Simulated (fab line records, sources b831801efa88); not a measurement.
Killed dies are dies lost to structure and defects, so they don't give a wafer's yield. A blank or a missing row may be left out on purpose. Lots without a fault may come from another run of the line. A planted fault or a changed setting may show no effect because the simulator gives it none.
Chamber matching | flow gf180mcu | GF_CONTACT_CVD_02 on pecvd-04: 3 sister chambers
The step deposits SiO2 from TEOS, target thk 860 nm, time 95.992 s. 3 wafers are shown with their chamber, then 8 later ones without.

WAFERS WITH THEIR CHAMBER
wafer  | chamber | heater_power_w (W)
L083.2 | 2       | 752
L086.2 | 1       | 649
L087.2 | 0       | 778

WAFERS WITHOUT THEIR CHAMBER
wafer  | heater_power_w (W)
L087.3 | 735
L087.6 | 623
L089.1 | 712
L089.2 | 705
L089.6 | 796
L092.3 | 718
L092.5 | 792
L092.6 | 621

WHICH CHAMBER EACH WENT THROUGH
wafer  | from the rows above          | in truth
L087.3 | can't be placed: 2 or 0      | 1
L087.6 | 1                            | 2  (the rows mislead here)
L089.1 | can't be placed: 2 or 1 or 0 | 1
L089.2 | can't be placed: 2 or 1 or 0 | 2
L089.6 | can't be placed: 0 or 2      | 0
L092.3 | can't be placed: 2 or 0 or 1 | 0
L092.5 | can't be placed: 0 or 2      | 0
L092.6 | 1                            | 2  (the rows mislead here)
Placed correctly: 0 of 8. Can't be placed from these rows: 6 (the true chamber is among the candidates in 5). Placed wrongly: 2.
How it was worked out, from the rows above alone: a wafer's distance from a chamber is the root of the sum, over the readings, of the square of ((its reading less the chamber's mean) divided by the reading's scatter). The wafer belongs to the nearest chamber; if the next one is less than 2 further off, it can't be placed. A chamber's mean is the mean of its shown wafers. The scatter: with one shown wafer a chamber, the root of the mean of the squares of how far each hidden wafer lies from its nearest shown one.
